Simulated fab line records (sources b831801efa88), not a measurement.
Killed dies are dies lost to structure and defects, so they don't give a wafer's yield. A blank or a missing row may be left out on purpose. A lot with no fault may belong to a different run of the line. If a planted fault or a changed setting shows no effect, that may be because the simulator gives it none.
Which of the tools did it? | flow sky130 | Sampling: 14 lots, 42 wafers, 5 of 708 route steps

## WHAT THE GAUGES SHOWED, per wafer
SKY_VT_ADJUST_LVTN_OVL_MEAS_18.
lot  | measured     | on         | VT_ADJUST_LVTN_01_OVL (nm)
L891 | day 8 14:25  | overlay-01 | -2.7 -1.6 -1.1
L892 | day 8 15:22  | overlay-01 | -2.8 -0.6 -2.1
L893 | day 8 16:19  | overlay-01 | 0.0 -1.5 -0.2
L900 | day 10 09:40 | overlay-02 | -3.1 -1.6 -3.8
L901 | day 10 18:36 | overlay-02 | -3.6 -3.3 -3.0
L905 | day 11 23:34 | overlay-02 | -1.1 0.5 0.2
L906 | day 12 16:31 | overlay-02 | 1.1 -3.2 -0.5
L907 | day 12 21:58 | overlay-01 | -0.5 1.5 -2.3
L908 | day 13 01:31 | overlay-01 | 0.2 -3.5 0.6
L909 | day 13 04:06 | overlay-01 | -4.0 -0.4 -1.6
L911 | day 13 15:03 | overlay-02 | -0.5 -1.9 -2.6
L912 | day 14 02:43 | overlay-02 | -0.9 -1.2 -0.8
L913 | day 14 13:38 | overlay-02 | 0.5 -0.8 -0.9
L914 | day 14 21:22 | overlay-02 | -2.2 -3.7 -3.9

SKY_SONOS_TUNNEL_CD_MEAS_07: the cd target is 410 nm.
lot  | measured     | on        | cd_nm (nm)
L891 | day 12 11:04 | cd_sem-02 | 410.3 408.7 410.2
L892 | day 12 12:20 | cd_sem-02 | 412.5 412.7 411.8
L893 | day 12 15:37 | cd_sem-01 | 409.8 409.5 409.7
L900 | day 14 13:56 | cd_sem-02 | 412.1 414.6 412.5
L901 | day 15 00:43 | cd_sem-02 | 409.0 408.6 407.4
L905 | day 16 09:43 | cd_sem-01 | 410.8 412.9 410.2
L906 | day 17 03:38 | cd_sem-01 | 411.1 414.3 411.0
L907 | day 17 10:53 | cd_sem-02 | 410.0 409.7 412.4
L908 | day 17 16:22 | cd_sem-01 | 411.6 411.8 410.1
L909 | day 17 18:09 | cd_sem-01 | 411.4 410.3 410.3
L911 | day 18 07:19 | cd_sem-01 | 414.1 411.4 413.0
L912 | day 18 19:27 | cd_sem-01 | 410.3 411.8 409.9
L913 | day 19 08:16 | cd_sem-01 | 411.1 413.4 412.7
L914 | day 19 17:55 | cd_sem-02 | 412.4 414.2 414.2

SKY_LDD_P_CD_MEAS_07: the cd target is 380 nm.
lot  | measured     | on        | cd_nm (nm)
L891 | day 20 04:54 | cd_sem-01 | 378.6 378.4 377.8
L892 | day 20 10:43 | cd_sem-02 | 378.3 379.7 381.0
L893 | day 20 16:09 | cd_sem-01 | 382.8 383.3 380.1
L900 | day 22 20:26 | cd_sem-02 | 397.2 396.3 398.9
L901 | day 23 06:44 | cd_sem-02 | 401.5 398.6 399.9
L905 | day 24 21:45 | cd_sem-02 | 382.9 385.3 386.0
L906 | day 25 07:14 | cd_sem-01 | 377.3 379.6 378.5
L907 | day 25 19:13 | cd_sem-01 | 376.3 378.4 375.4
L908 | day 25 21:33 | cd_sem-02 | 375.9 377.0 377.4
L909 | day 27 06:35 | cd_sem-02 | 384.0 380.9 384.2
L911 | day 27 08:28 | cd_sem-02 | 378.0 380.9 379.1
L912 | day 27 08:13 | cd_sem-02 | 380.6 379.8 378.2
L913 | day 27 14:51 | cd_sem-01 | 378.3 378.9 377.4
L914 | day 28 01:11 | cd_sem-01 | 382.5 383.1 382.6

SKY_LDD_HVP_OVL_MEAS_07.
lot  | measured     | on         | LDD_HVP_OVL (nm)
L891 | day 22 18:01 | overlay-01 | 1.0 2.3 -0.8
L892 | day 22 21:25 | overlay-01 | 1.2 -0.2 -0.7
L893 | day 23 04:09 | overlay-02 | -1.6 -1.6 0.7
L900 | day 25 08:32 | overlay-01 | -1.3 -2.1 -1.0
L901 | day 25 19:04 | overlay-01 | 1.3 -0.1 -1.3
L905 | day 27 09:06 | overlay-01 | 1.6 0.6 1.6
L906 | day 27 18:19 | overlay-02 | -0.7 -0.8 -2.0
L907 | day 28 05:42 | overlay-01 | -0.1 0.7 0.3
L908 | day 28 09:00 | overlay-02 | 0.9 -2.5 -1.5
L909 | day 29 16:04 | overlay-01 | -0.2 0.4 -1.6
L911 | day 29 19:20 | overlay-02 | -0.2 -0.3 -0.4
L912 | day 29 17:57 | overlay-01 | 2.0 2.4 2.3
L913 | day 29 23:20 | overlay-01 | 0.4 -2.2 -0.5
L914 | day 30 09:39 | overlay-01 | -0.1 -1.5 -1.9

## TOOL THAT RAN EACH LOT (tool first, then ch and the chambers of the sampled wafers, then the start)
lot  | SKY_LDD_P_DEVELOP_06
L891 | litho_track-02 ch 0, day 20 04:45
L892 | litho_track-03 ch 0, day 20 10:34
L893 | litho_track-02 ch 0, day 20 16:00
L900 | litho_track-03 ch 0, day 22 20:18
L901 | litho_track-03 ch 0, day 23 06:36
L905 | litho_track-02 ch 0, day 24 21:36
L906 | litho_track-02 ch 0, day 25 07:06
L907 | litho_track-02 ch 0, day 25 19:04
L908 | litho_track-02 ch 0, day 25 21:24
L909 | litho_track-01 ch 0, day 27 06:26
L911 | litho_track-02 ch 0, day 27 08:19
L912 | litho_track-03 ch 0, day 27 08:04
L913 | litho_track-01 ch 0, day 27 14:43
L914 | litho_track-03 ch 0, day 28 00:58
- SKY_LDD_P_DEVELOP_06: develop time 60 s.

## WHAT THE TOOLS THEMSELVES READ (means of the sampled wafers that have a number; where no wafer has one, the mark that the record gives instead)
The record holds no such reading with a usual standard deviation.

## THE ANSWER, worked out from the rows above alone
Rule: usual is defined by the lots themselves. The widest of any qualifying gaps counts: lots, ordered by their means at a reading, are off when they make up no more than a third of the lots, leave a main group of 4 or more, and stand apart from it by 3 or more times the standard deviation of that group's means. A main group is skipped when, at the precision printed for the reading in the tables above, its means are all equal. Also off: a lot with no number at a reading for which 4 or more lots have one. Any other lot the step has rows for is counted as sound. The gauges are gone through in route order, then the tools' own readings, and for those a lot's mean is taken as printed above. At the first step where some lot is off, the reading lying furthest off is the one used; lots without a number count as furthest.
Off: L900, L901, at SKY_LDD_P_CD_MEAS_07 (cd_nm). The main group: mean 380.0 nm, standard deviation 2.5.
A tool fits if, at a process step before that reading, it ran every lot that is off, and no sound lot after the first of them. The gauges at SKY_LDD_P_CD_MEAS_07 are tried like those tools. Not one of the candidates tried fits.

## WHAT HAD BEEN PUT IN BY THE SIMULATOR
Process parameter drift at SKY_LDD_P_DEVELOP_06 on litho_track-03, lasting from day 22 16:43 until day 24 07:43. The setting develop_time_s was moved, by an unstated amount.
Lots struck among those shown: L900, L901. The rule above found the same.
